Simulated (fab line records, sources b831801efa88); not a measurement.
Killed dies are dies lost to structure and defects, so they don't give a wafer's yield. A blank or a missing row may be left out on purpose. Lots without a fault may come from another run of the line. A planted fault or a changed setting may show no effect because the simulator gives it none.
fab line records | flow sky130
record lots=5 wafers=23
route steps=708 shown METAL3@560 VIA3@575 METAL4@598 VIA4@639
start_h: hours from the record's first day to the start of the lot's first wafer shown | wait_h: hours since the lot's step before | " the same as in the row above | L1.1+2: a row that stands for several wafers | - no value, or no start given | * or withheld: withheld | < > ~ a bound
route shown NAME@n: a module of which the file shows steps, and the number in the route of the first | usual: mean/standard deviation of fault-free wafers | same: alike in all rows | chamber/n: place in a boat | sites: the reading at each site | _std_site: their standard deviation | _edge_site: outer sites' mean less inner sites' | radius_mm: how far each site lies from the wafer's centre | mask NAME#n: copy n | behind: the tool/chamber that last shaped the wafer | hold: why the lot was held/for how many hours/how that ended | device: the transistor (n, p or np) that didn't switch | end of line: the same wafers' tests at the end of the route | a step without rows: its recipe alone | killed: dies lost to structure and defects at the first sort, not the wafer's yield | map: a wafer's dies, x killed, . not, _ none there
set.NAME: the setting as run; set.NAME@STEP: as run at that earlier step | model.NAME: the simulator's own value behind a step, which no gauge read
lots whose settings were changed on purpose; a table a step, a row a wafer
## steps
# step SKY_METAL3_EXPOSE_10
# recipe mask_id=MM3 na=0.68 source_shape=annular sigma_inner=0.4 sigma_outer=0.8 target_cd_nm=300 dose_mj=28
# columns lot.wafer tool chamber start_h wait_h mask set.dose_mj
L074.1+4+5 krf_scanner-02 0 - - MM3#0 26.02
L074.3+6 " 0 " " MM3#0 28
L080.1+4 krf_scanner-02 0 - - MM3#0 28
L080.2+3+5 " 0 " " MM3#0 27.03
L081.1+3+6 krf_scanner-01 0 - - MM3#0 28
L083.1+2 krf_scanner-02 0 - - MM3#0 29.17
L083.3+4+6 " 0 " " MM3#0 28
L085.1+2+3 krf_scanner-02 0 - - MM3#0 28
L085.4+5 " 0 " " MM3#0 25.98
# step SKY_METAL3_PEB_11
# recipe peb_temp_c=withheld peb_time_s=withheld resist=KrF-thick
# step SKY_METAL3_DEVELOP_12
# recipe develop_time_s=60 resist=KrF-thick dev_temp_c=21
# step SKY_METAL3_CD_MEAS_13
# recipe target_cd_nm=300
# usual cd_nm=300.2/1.3
# columns lot.wafer tool chamber start_h wait_h set.dose_mj@METAL3_EXPOSE_10 cd_nm
L074.1 cd_sem-02 - 890.80 - 26.02 314.6
L074.3 " - " " 28 301.3
L074.4 " - " " 26.02 313.4
L074.5 " - " " 26.02 312.4
L074.6 " - " " 28 300.9
L080.1 cd_sem-02 - 941.25 - 28 297.1
L080.2 " - " " 27.03 303.6
L080.3 " - " " 27.03 303.0
L080.4 " - " " 28 297.2
L080.5 " - " " 27.03 304.6
L081.1 cd_sem-02 - 950.17 - 28 300.4
L081.3 " - " " 28 300.3
L081.6 " - " " 28 299.6
L083.1 cd_sem-02 - 970.90 - 29.17 294.3
L083.2 " - " " 29.17 294.0
L083.3 " - " " 28 299.6
L083.4 " - " " 28 301.0
L083.6 " - " " 28 301.2
L085.1 cd_sem-01 - 981.33 - 28 299.6
L085.2 " - " " 28 300.2
L085.3 " - " " 28 300.1
L085.4 " - " " 25.98 312.1
L085.5 " - " " 25.98 312.4
# step SKY_METAL3_DESCUM_15
# recipe chemistry=O2 source_power_w=150 bias_power_w=0 pressure_mtorr=10 temp_c=40 time_s=8
# columns lot.wafer tool chamber start_h wait_h set.dose_mj@METAL3_EXPOSE_10 model.METAL3.cd_nm
L074.1 rie_metal-04 1 890.95 0.0 26.02 314.5
L074.3 " 1 " " 28 301.2
L074.4 " 0 " " 26.02 312.9
L074.5 " 0 " " 26.02 312.3
L074.6 " 1 " " 28 300.6
L080.1 rie_metal-04 1 941.40 0.0 28 297.5
L080.2 " 0 " " 27.03 303.8
L080.3 " 0 " " 27.03 303
L080.4 " 1 " " 28 297.4
L080.5 " 1 " " 27.03 304.9
L081.1 rie_metal-04 0 950.32 0.0 28 300
L081.3 " 0 " " 28 300.2
L081.6 " 0 " " 28 299.2
L083.1 rie_metal-02 1 971.05 0.0 29.17 294.4
L083.2 " 1 " " 29.17 293.3
L083.3 " 1 " " 28 298.8
L083.4 " 1 " " 28 300.7
L083.6 " 1 " " 28 300.4
L085.1 rie_metal-04 1 981.49 0.0 28 299.4
L085.2 " 1 " " 28 300.3
L085.3 " 1 " " 28 300.2
L085.4 " 1 " " 25.98 311.8
L085.5 " 1 " " 25.98 312.8
# step SKY_METAL3_ETCH_16
# recipe chemistry=N2/H2 target=BARC ion_energy_ev=200 bias_w=100 pressure_mtorr=30 n2_flow_sccm=100 h2_flow_sccm=200 icp_w=500 stop_on=SiO2 time_s=88.2 target_depth_a=600
# columns lot.wafer tool chamber start_h wait_h set.icp_w set.dose_mj@METAL3_EXPOSE_10 model.METAL3.cd_nm
L074.1 rie_metal-04 1 890.98 0.0 500 26.02 315.1
L074.3 " 1 " " 500 28 301.5
L074.4 " 0 " " 500 26.02 311.4
L074.5 " 0 " " 500 26.02 311.9
L074.6 " 1 " " 500 28 301.3
L080.1 rie_metal-04 1 941.43 0.0 549.1 28 296.3
L080.2 " 0 " " 549.1 27.03 300.8
L080.3 " 0 " " 500 27.03 302
L080.4 " 1 " " 500 28 298.7
L080.5 " 1 " " 500 27.03 305.9
L081.1 rie_metal-04 0 950.35 0.0 500 28 299.6
L081.3 " 0 " " 500 28 300.3
L081.6 " 0 " " 500 28 299.5
L083.1 rie_metal-02 1 971.12 0.1 458.3 29.17 295.3
L083.2 " 1 " " 500 29.17 293.1
L083.3 " 1 " " 458.3 28 299.2
L083.4 " 1 " " 500 28 300.7
L083.6 " 1 " " 500 28 300
L085.1 rie_metal-04 1 981.55 0.1 465.6 28 303
L085.2 " 1 " " 465.6 28 303.3
L085.3 " 1 " " 500 28 302.2
L085.4 " 1 " " 500 25.98 313.7
L085.5 " 1 " " 465.6 25.98 315.9
# step SKY_VIA3_CMP_02
# recipe material=SiO2 down_force_psi=4 platen_rpm=60 pad_velocity_m_s=0.94248
# columns lot.wafer tool chamber start_h wait_h set.leave_above_ref_nm
L074.1+5 cmp-02 3 892.14 0.1 465
L074.3+4+6 " 0,2,0 " " 499.4
L080.1+3+4+2+5 cmp-01 0,1,2,3,0 942.98 0.1 465
L081.1+3+6 cmp-02 2,3,0 951.75 0.1 465
L083.1+2+4 cmp-01 1,2,3 972.67 0.1 498.9
L083.3+6 " 0,1 " " 465
L085.4+1+5 cmp-02 1,2,1 982.82 0.0 465
L085.3+2 " 3,0 " " 479.1
# step SKY_VIA3_ETCH_15
# recipe target=SiO2 chemistry=C4F8/O2/Ar target_depth_nm=507 stop_on=TiN mask_material=KrF-thick source_w=1500 bias_w=1200 pressure_mtorr=40 c4f8_flow_sccm=withheld O2_flow_sccm=6 Ar_flow_sccm=300 time_s=78
# columns lot.wafer tool chamber start_h wait_h set.time_s set.leave_above_ref_nm@VIA3_CMP_02 model.VIA3.feature_depth_nm model.KrF-thick_of_VIA3_COAT_07.thk_nm model.TiN_of_METAL3_SPUTTER_04.thk_nm
L074.1 rie_diel-01 2 917.76 0.0 85.45 465 465.6 277.3 68.46
L074.3 " 0 " " 78 499.4 494.5 289.8 70.23
L074.4 " 1 " " 85.45 499.4 500.6 277.3 68.29
L074.5 " 1 " " 78 465 463.4 287.8 70.77
L074.6 " 2 " " 85.45 499.4 500.1 274.6 68.57
L080.1 rie_diel-04 3 968.42 0.0 78 465 464.7 288.5 69.84
L080.2 " 0 " " 78 465 464.6 286.2 70.36
L080.3 " 2 " " 83.58 465 466.1 278.4 68.87
L080.4 " 1 " " 78 465 466.1 287.1 70.91
L080.5 " 2 " " 83.58 465 466.4 278.2 68.98
L081.1 rie_diel-02 1 976.96 0.0 78 465 464.8 285.5 69.57
L081.3 " 0 " " 78 465 464.3 289.2 70.35
L081.6 " 3 " " 78 465 464.2 286.8 70.3
L083.1 rie_diel-04 2 996.72 0.0 78 498.9 503.4 284.3 71.49
L083.2 " 1 " " 85.73 498.9 503.6 277.4 69.34
L083.3 " 3 " " 78 465 467.1 285.9 71.95
L083.4 " 0 " " 85.73 498.9 501.2 275.8 69.84
L083.6 " 3 " " 78 465 467.1 286.8 71.34
L085.1 rie_diel-01 3 1006.62 0.0 78 465 466 287.4 69.11
L085.2 " 1 " " 74.9 479.1 478.4 291.3 69
L085.3 " 2 " " 74.9 479.1 480.3 289.1 69.46
L085.4 " 0 " " 74.9 465 463.8 292.5 69.13
L085.5 " 0 " " 78 465 464 289.5 68.89
# step SKY_VIA3_STRIP_16
# recipe chemistry=O2/N2 power_w=1400 pressure_mtorr=1500 platen_temp_c=withheld o2_flow_sccm=3000 n2_flow_sccm=300 overash_fraction=0.5
# usual strip_time_to_endpoint_s=4.071/0.023
# columns lot.wafer tool chamber start_h wait_h set.time_s@VIA3_ETCH_15 strip_time_to_endpoint_s
L074.1 plasma_asher-04 1 917.82 0.0 85.45 4.012
L074.3 " 1 " " 78 4.150
L074.4 " 0 " " 85.45 3.985
L074.5 " 0 " " 78 4.134
L074.6 " 1 " " 85.45 3.963
L080.1 plasma_asher-02 1 968.48 0.0 78 4.060
L080.2 " 0 " " 78 4.043
L080.3 " 0 " " 83.58 3.968
L080.4 " 1 " " 78 4.093
L080.5 " 0 " " 83.58 3.993
L081.1 plasma_asher-03 1 977.02 0.0 78 4.063
L081.3 " 1 " " 78 4.101
L081.6 " 1 " " 78 4.095
L083.1 plasma_asher-02 1 996.78 0.0 78 4.037
L083.2 " 0 " " 85.73 3.975
L083.3 " 0 " " 78 4.073
L083.4 " 1 " " 85.73 3.953
L083.6 " 0 " " 78 4.089
L085.1 plasma_asher-03 1 1006.68 0.0 78 4.085
L085.2 " 0 " " 74.9 4.133
L085.3 " 1 " " 74.9 4.065
L085.4 " 0 " " 74.9 4.092
L085.5 " 1 " " 78 4.090
# step SKY_METAL4_SPUTTER_00
# recipe material=Ti target_thk_nm=15 power_w=3000 time_s=10 chamber_pressure_pa=0.4
# columns lot.wafer tool chamber start_h wait_h set.time_s model.Ti_of_METAL4_SPUTTER_00.thk_nm
L074.1 pvd_sputter-03 - 919.54 0.1 9.288 13.9
L074.3 " - " " 9.288 14.02
L074.4 " - " " 9.288 13.91
L074.5 " - " " 10 15.33
L074.6 " - " " 10 14.98
L080.1 pvd_sputter-03 - 970.16 0.1 10 15.02
L080.2 " - " " 10 14.78
L080.3 " - " " 10 15.26
L080.4 " - " " 10 15.22
L080.5 " - " " 10 15.09
L081.1 pvd_sputter-03 - 978.28 0.1 10 15.45
L081.3 " - " " 10 15.16
L081.6 " - " " 10 15.3
L083.1 pvd_sputter-02 - 998.05 0.1 10 14.94
L083.2 " - " " 8.727 12.88
L083.3 " - " " 8.727 13.16
L083.4 " - " " 10 14.93
L083.6 " - " " 8.727 13.06
L085.1 pvd_sputter-02 - 1007.97 0.1 10 15.13
L085.2 " - " " 10 15.03
L085.3 " - " " 10.61 16.07
L085.4 " - " " 10 14.84
L085.5 " - " " 10.61 15.98
# step SKY_METAL4_SPUTTER_03
# recipe material=Ti target_thk_nm=5 power_w=3000 time_s=3.3 chamber_pressure_pa=0.4
# columns lot.wafer tool chamber start_h wait_h set.time_s model.Ti_of_METAL4_SPUTTER_03.thk_nm
L074.1 pvd_sputter-03 - 919.62 0.0 3.3 5.041
L074.3 " - " " 2.822 4.132
L074.4 " - " " 2.822 4.092
L074.5 " - " " 2.822 4.309
L074.6 " - " " 3.3 5
L080.1 pvd_sputter-03 - 970.25 0.0 3.3 4.801
L080.2 " - " " 3.3 4.812
L080.3 " - " " 3.3 4.625
L080.4 " - " " 3.3 4.984
L080.5 " - " " 3.3 4.674
L081.1 pvd_sputter-03 - 978.37 0.0 3.3 4.919
L081.3 " - " " 3.3 5.022
L081.6 " - " " 3.3 4.789
L083.1 pvd_sputter-02 - 998.14 0.0 3.3 5.064
L083.2 " - " " 2.988 4.618
L083.3 " - " " 3.3 5.023
L083.4 " - " " 3.3 5.108
L083.6 " - " " 2.988 4.722
L085.1 pvd_sputter-02 - 1008.06 0.0 3.3 5.073
L085.2 " - " " 3.11 4.711
L085.3 " - " " 3.3 5.096
L085.4 " - " " 3.11 4.884
L085.5 " - " " 3.3 5.053
# step SKY_METAL4_COAT_07
# recipe resist=BARC temp_c=withheld time_s=withheld spin_rpm=3000 resist_thk_nm=60
# columns lot.wafer tool chamber start_h wait_h set.resist_thk_nm
L074.1+4+5 litho_track-04 0 956.93 0.1 60
L074.3+6 " 0 " " 58.1
L080.1+2+5 litho_track-01 0 1005.02 0.1 60
L080.3+4 " 0 " " 61.5
L081.1+3+6 litho_track-02 0 1013.87 0.1 60
L083.1+6 litho_track-04 0 1033.43 0.1 60
L083.2+3+4 " 0 " " 56.89
L085.1+2+5 litho_track-02 0 1042.37 0.1 60
L085.3+4 " 0 " " 62.6
# step SKY_METAL4_SOFTBAKE_09
# recipe temp_c=100 time_s=90 resist=KrF-thick
# columns lot.wafer tool chamber start_h wait_h set.time_s
L074.1+3+4+5+6 litho_track-04 0 - - 90
L080.1+4+5 litho_track-01 0 - - 78.85
L080.2+3 " 0 " " 90
L081.1+3+6 litho_track-02 0 - - 90
L083.1+3 litho_track-04 0 - - 101.3
L083.2+4+6 " 0 " " 90
L085.1+2+3+4+5 litho_track-02 0 - - 90
# step SKY_METAL4_EXPOSE_10
# recipe mask_id=MM4 na=0.68 source_shape=annular sigma_inner=0.4 sigma_outer=0.8 target_cd_nm=300 dose_mj=28
# step SKY_METAL4_PEB_11
# recipe peb_temp_c=withheld peb_time_s=withheld resist=KrF-thick
# step SKY_METAL4_ETCH_16
# recipe chemistry=N2/H2 target=BARC ion_energy_ev=200 bias_w=100 pressure_mtorr=30 n2_flow_sccm=100 h2_flow_sccm=200 icp_w=500 stop_on=SiO2 time_s=86.74 target_depth_a=600
# step SKY_METAL4_ETCH_17
# recipe target=SiO2 stop_on=TiN chemistry=C4F8/O2/Ar source_w=1500 bias_w=1200 pressure_mtorr=40 c4f8_flow_sccm=withheld O2_flow_sccm=6 Ar_flow_sccm=300 time_s=3.9 target_depth_a=150
# step SKY_METAL4_METAL_ETCH_18
# recipe target_depth_a=8450 stop_on=SiO2 over_etch_frac=0.3 time_s=183.1 chemistry=Cl2/BCl3 resist_sidewall_deg=88 pressure_mtorr=10 icp_w=900 bias_w=48.5 Cl2_flow_sccm=60 bcl3_flow_sccm=30
# columns lot.wafer tool chamber start_h wait_h set.resist_thk_nm@METAL4_COAT_07 model.SiO2_of_VIA3_HDPCVD_00.thk_nm
L074.1+4+5 rie_metal-04 1 970.02 0.0 60 -
L074.3 " 1 " " 58.1 -
L074.6 " 1 " " 58.1 469.4
L080.1 rie_metal-04 1 1017.37 0.0 60 435.7
L080.2 " 0 " " 60 435
L080.3 " 1 " " 61.5 435.9
L080.4 " 0 " " 61.5 436.5
L080.5 " 0 " " 60 435.5
L081.1 rie_metal-03 0 1026.29 0.0 60 435
L081.3+6 " 0,1 " " 60 434.4
L083.1 rie_metal-03 1 1045.37 0.0 60 473.4
L083.2+3 " 0,1 " " 56.89 -
L083.4 " 0 " " 56.89 469.5
L083.6 " 1 " " 60 -
L085.1 rie_metal-01 1 1053.82 0.0 60 436.1
L085.2+5 " 0 " " 60 -
L085.3+4 " 1,0 " " 62.6 -
# step SKY_VIA4_HDPCVD_00
# recipe material=SiO2 target_thk_nm=1750 sigma_open_frac=0.3 time_s=291.7 temp_c=400 sih4_flow_sccm=60 pressure_mtorr=6
# columns lot.wafer tool chamber start_h wait_h set.time_s model.SiO2_of_VIA4_HDPCVD_00.thk_nm
L074.1 hdpcvd-01 1 970.97 0.0 251.4 1463
L074.3 " 0 " " 291.7 1734
L074.4 " 2 " " 251.4 1469
L074.5 " 1 " " 291.7 1716
L074.6 " 0 " " 291.7 1735
L080.1 hdpcvd-01 1 1018.18 0.0 291.7 -
L080.2+3 " 0,2 " " 271.4 -
L080.4 " 1 " " 271.4 1602
L080.5 " 2 " " 291.7 1739
L081.1 hdpcvd-01 0 1027.06 0.0 291.7 1770
L081.3 " 1 " " 291.7 1736
L081.6 " 0 " " 291.7 1759
L083.1 hdpcvd-01 1 1046.15 0.0 291.7 -
L083.2+3 " 0,2 " " 274.8 -
L083.4 " 1 " " 291.7 1762
L083.6 " 0 " " 291.7 1767
L085.1 hdpcvd-01 2 1054.64 0.0 279.5 1665
L085.2 " 1 " " 291.7 1729
L085.3 " 0 " " 291.7 1752
L085.4 " 2 " " 279.5 1648
L085.5 " 1 " " 291.7 1726
# step SKY_VIA4_THK_MEAS_01
# recipe reads=SiO2_of_VIA4_HDPCVD_00
# usual VIA4_HDPCVD_THK=1750/20
# columns lot.wafer tool chamber start_h wait_h set.time_s@VIA4_HDPCVD_00 VIA4_HDPCVD_THK[nm]
L074.1 film_metro-02 - 971.15 0.1 251.4 1463
L074.3 " - " " 291.7 1736
L074.4 " - " " 251.4 1470
L074.5 " - " " 291.7 1716
L074.6 " - " " 291.7 1736
L080.1 film_metro-03 - 1018.36 0.1 291.7 1736
L080.2 " - " " 271.4 1646
L080.3 " - " " 271.4 1628
L080.4 " - " " 271.4 1602
L080.5 " - " " 291.7 1742
L081.1 film_metro-02 - 1027.24 0.1 291.7 1770
L081.3 " - " " 291.7 1736
L081.6 " - " " 291.7 1759
L083.1 film_metro-02 - 1046.33 0.1 291.7 1736
L083.2 " - " " 274.8 1656
L083.3 " - " " 274.8 1645
L083.4 " - " " 291.7 1762
L083.6 " - " " 291.7 1767
L085.1 film_metro-02 - 1054.82 0.1 279.5 1665
L085.2 " - " " 291.7 1728
L085.3 " - " " 291.7 1752
L085.4 " - " " 279.5 1648
L085.5 " - " " 291.7 1726
# step SKY_VIA4_COAT_06
# recipe resist=NOVOLAK spin_rpm=3000 resist_thk_nm=1140
# columns lot.wafer tool chamber start_h wait_h set.spin_rpm model.NOVOLAK_of_VIA4_COAT_06.thk_nm
L074.1 litho_track-02 0 982.47 0.1 3000 1136
L074.3 " 0 " " 3112 1117
L074.4+6 " 0 " " 3112 1115
L074.5 " 0 " " 3000 1138
L080.1 litho_track-02 0 1029.37 0.1 3120 1126
L080.2 " 0 " " 3000 1143
L080.3 " 0 " " 3120 1116
L080.4 " 0 " " 3120 1118
L080.5 " 0 " " 3000 1139
L081.1+6 litho_track-02 0 1038.42 0.1 3000 1139
L081.3 " 0 " " 3000 1134
L083.1 litho_track-04 0 1057.18 0.1 2940 1154
L083.2+4 " 0 " " 2940 1155
L083.3 " 0 " " 3000 1141
L083.6 " 0 " " 3000 1142
L085.1 litho_track-02 0 1065.87 0.1 2863 1158
L085.2 " 0 " " 3000 1132
L085.3 " 0 " " 3000 1134
L085.4 " 0 " " 2863 1157
L085.5 " 0 " " 2863 1160
# step SKY_VIA4_DEVELOP_10
# recipe resist=NOVOLAK developer=TMAH develop_time_s=60 dev_temp_c=23
# columns lot.wafer tool chamber start_h wait_h set.dev_temp_c
L074.1+3+5 litho_track-03 0 994.65 0.1 23
L074.4+6 " 0 " " 21.59
L080.1+4 litho_track-03 0 1040.30 0.1 21.58
L080.2+3+5 " 0 " " 23
L081.1+3+6 litho_track-04 0 1049.93 0.1 23
L083.1+4 litho_track-04 0 1067.93 0.1 23
L083.2+3+6 " 0 " " 25.14
L085.1+2+3+4+5 litho_track-04 0 1076.28 0.1 23
# step SKY_VIA4_ETCH_12
# recipe target=SiO2 chemistry=C4F8/O2/Ar stop_on=TiN mask_material=NOVOLAK source_w=1500 bias_w=1200 pressure_mtorr=40 c4f8_flow_sccm=withheld O2_flow_sccm=6 Ar_flow_sccm=300 time_s=withheld target_depth_a=5800
# columns lot.wafer tool chamber start_h wait_h set.spin_rpm@VIA4_COAT_06 model.NOVOLAK_of_VIA4_COAT_06.thk_nm
L074.1 rie_diel-02 2 994.83 0.0 3000 999.1
L074.3 " 3 " " 3112 983.8
L074.4 " 0 " " 3112 982.6
L074.5 " 0 " " 3000 1006
L074.6 " 3 " " 3112 981.6
L080.1 rie_diel-02 3 1040.48 0.0 3120 994.9
L080.2 " 0 " " 3000 1011
L080.3 " 2 " " 3120 981.2
L080.4 " 3 " " 3120 986.5
L080.5 " 2 " " 3000 1002
L081.1 rie_diel-02 2 1050.12 0.0 3000 1004
L081.3 " 1 " " 3000 1007
L081.6 " 0 " " 3000 1009
L083.1+4 rie_diel-02 1,3 1068.12 0.0 2940 1026
L083.2 " 2 " " 2940 1020
L083.3 " 0 " " 3000 1011
L083.6 " 0 " " 3000 1013
L085.1 rie_diel-02 2 1076.47 0.0 2863 1023
L085.2 " 0 " " 3000 1003
L085.3 " 3 " " 3000 1004
L085.4 " 1 " " 2863 1027
L085.5 " 1 " " 2863 1030
# step SKY_VIA4_STRIP_13
# recipe chemistry=O2/N2 power_w=1400 pressure_mtorr=1500 platen_temp_c=withheld o2_flow_sccm=3000 n2_flow_sccm=300 overash_fraction=0.5
# usual strip_time_to_endpoint_s=12.80/0.033
# columns lot.wafer tool chamber start_h wait_h set.spin_rpm@VIA4_COAT_06 strip_time_to_endpoint_s
L074.1 plasma_asher-01 1 994.91 - 3000 12.74
L074.3 " 0 " " 3112 12.56
L074.4 " 1 " " 3112 12.53
L074.5 " 1 " " 3000 12.82
L074.6 " 0 " " 3112 12.55
L080.1 plasma_asher-02 1 1040.56 - 3120 12.68
L080.2 " 0 " " 3000 12.80
L080.3 " 1 " " 3120 12.51
L080.4 " 0 " " 3120 12.59
L080.5 " 0 " " 3000 12.76
L081.1 plasma_asher-02 1 1050.19 - 3000 12.77
L081.3 " 0 " " 3000 12.82
L081.6 " 1 " " 3000 12.76
L083.1 plasma_asher-03 1 1068.19 - 2940 12.97
L083.2 " 0 " " 2940 12.90
L083.3 " 1 " " 3000 12.81
L083.4 " 0 " " 2940 12.98
L083.6 " 0 " " 3000 12.83
L085.1 plasma_asher-02 0 1076.54 - 2863 12.93
L085.2 " 1 " " 3000 12.79
L085.3 " 0 " " 3000 12.79
L085.4 " 1 " " 2863 13.00
L085.5 " 1 " " 2863 13.02
## key
split step=SKY_METAL3_EXPOSE_10 setting=dose_mj stated=28 by=wafer
response step=SKY_METAL3_CD_MEAS_13 reading=cd_nm change=-1.72 per=1% r=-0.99
response step=SKY_METAL3_DESCUM_15 reading=model.METAL3.cd_nm change=-1.7 per=1% r=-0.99
response step=SKY_METAL3_ETCH_16 reading=model.METAL3.cd_nm change=-1.6 per=1% r=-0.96
split step=SKY_METAL3_ETCH_16 setting=icp_w stated=500 by=wafer
response none clear
split step=SKY_VIA3_CMP_02 setting=leave_above_ref_nm stated=465 by=wafer
response step=SKY_VIA3_ETCH_15 reading=model.VIA3.feature_depth_nm change=+4.74 per=1% r=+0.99
split step=SKY_VIA3_ETCH_15 setting=time_s stated=78 by=wafer
response step=SKY_VIA3_ETCH_15 reading=model.KrF-thick_of_VIA3_COAT_07.thk_nm change=-1.1 per=1% r=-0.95
response step=SKY_VIA3_ETCH_15 reading=model.TiN_of_METAL3_SPUTTER_04.thk_nm change=-0.198 per=1% r=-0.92
response step=SKY_VIA3_STRIP_16 reading=strip_time_to_endpoint_s change=* per=1% r=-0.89
split step=SKY_METAL4_SPUTTER_00 setting=time_s stated=10 by=wafer
response step=SKY_METAL4_SPUTTER_00 reading=model.Ti_of_METAL4_SPUTTER_00.thk_nm change=+0.156 per=1% r=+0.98
split step=SKY_METAL4_SPUTTER_03 setting=time_s stated=3.3 by=wafer
response step=SKY_METAL4_SPUTTER_03 reading=model.Ti_of_METAL4_SPUTTER_03.thk_nm change=+0.0528 per=1% r=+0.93
split step=SKY_METAL4_COAT_07 setting=resist_thk_nm stated=60 by=wafer
response step=SKY_METAL4_METAL_ETCH_18 reading=model.SiO2_of_VIA3_HDPCVD_00.thk_nm change=+0.59 per=1% r=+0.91
split step=SKY_METAL4_SOFTBAKE_09 setting=time_s stated=90 by=wafer
response none clear
split step=SKY_VIA4_HDPCVD_00 setting=time_s stated=291.7 by=wafer
response step=SKY_VIA4_HDPCVD_00 reading=model.SiO2_of_VIA4_HDPCVD_00.thk_nm change=+19.1 per=1% r=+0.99
response step=SKY_VIA4_THK_MEAS_01 reading=VIA4_HDPCVD_THK change=+18.4 per=1% r=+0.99
split step=SKY_VIA4_COAT_06 setting=spin_rpm stated=3000 by=wafer
response step=SKY_VIA4_COAT_06 reading=model.NOVOLAK_of_VIA4_COAT_06.thk_nm change=-5.62 per=1% r=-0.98
response step=SKY_VIA4_ETCH_12 reading=model.NOVOLAK_of_VIA4_COAT_06.thk_nm change=-5.11 per=1% r=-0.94
response step=SKY_VIA4_STRIP_13 reading=strip_time_to_endpoint_s change=* per=1% r=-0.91
split step=SKY_VIA4_DEVELOP_10 setting=dev_temp_c stated=23 by=wafer
response none clear
